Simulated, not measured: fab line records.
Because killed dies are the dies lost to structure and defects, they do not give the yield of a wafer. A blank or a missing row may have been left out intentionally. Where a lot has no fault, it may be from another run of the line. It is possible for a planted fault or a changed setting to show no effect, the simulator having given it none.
What tool caused it? | flow gf180mcu | Sampling: 6 lots, 18 wafers, 4 of 602 route steps

== WHAT THE GAUGES SHOWED, per wafer ==
GF_CONTACT_THK_MEAS_01.
lot  | measured     | on            | CONTACT_CVD_00_THK (nm)
L658 | day 15 00:53 | film_metro-03 | 299 304 299
L660 | day 16 01:52 | film_metro-01 | 298 298 301
L666 | day 18 20:56 | film_metro-04 | 305 302 299
L668 | day 19 20:24 | film_metro-04 | 300 300 296
L679 | day 22 20:04 | film_metro-04 | 300 299 298

== WHAT TOOL EACH LOT RAN ON (gives the tool, then ch and the chambers of the sampled wafers, and finally the start) ==
lot  | GF_STI_ETCH_13                    | GF_STI_STRIP_15                     | GF_STI_CMP_25
L658 | rie_diel-04 ch 0,3, day 2 05:47   | plasma_asher-01 ch 0,1, day 2 05:57 | cmp-01 ch 0,1,2, day 2 08:50
L660 | rie_diel-01 ch 0,2,3, day 2 16:32 | plasma_asher-03 ch 0,1, day 2 16:42 | cmp-01 ch 0,1,3, day 2 18:57
L666 | rie_diel-01 ch 1,2, day 4 00:55   | plasma_asher-01 ch 0,1, day 4 01:04 | cmp-02 ch 1,2, day 4 02:52
L668 | rie_diel-01 ch 0,2,3, day 4 09:59 | plasma_asher-01 ch 0,1, day 4 10:09 | cmp-01 ch 0,2,3, day 4 12:10
L673 | rie_diel-03 ch 0,2, day 5 12:02   | plasma_asher-02 ch 0,1, day 5 12:12 | cmp-01 ch 0,1,2, day 5 13:58
L679 | rie_diel-04 ch 0,3, day 6 19:00   | plasma_asher-03 ch 0,1, day 6 19:11 | cmp-01 ch 0,2, day 6 20:56
- GF_STI_ETCH_13: etches the open film in CHF3/O2, stops on Si, target depth 282.31 nm, time 112.9 s.
- GF_STI_STRIP_15: strips in O2/N2.
- GF_STI_CMP_25: polishes, stops on Si3N4, t overpolish 33 s, target thk 524.6 nm.

== THE ANSWER, worked out from the rows above alone ==
Rule: the lots themselves supply what counts as usual. Put in order of their means at a reading, lots are off if they are a third of the lots or fewer, leave a main group of 4 or more, and stand apart from it by a gap of 3 or more times the standard deviation of the main group's means; of several such gaps the widest counts. A main group whose means are all the same, to the digits that the tables above print for the reading, isn't used. Also off: a lot with no number at a reading for which 4 or more lots have one. All remaining lots with rows at the step are treated as sound.
No lot is off on any of the readings shown, so nothing can be concluded from this.

== WHAT HAD BEEN PUT IN BY THE SIMULATOR ==
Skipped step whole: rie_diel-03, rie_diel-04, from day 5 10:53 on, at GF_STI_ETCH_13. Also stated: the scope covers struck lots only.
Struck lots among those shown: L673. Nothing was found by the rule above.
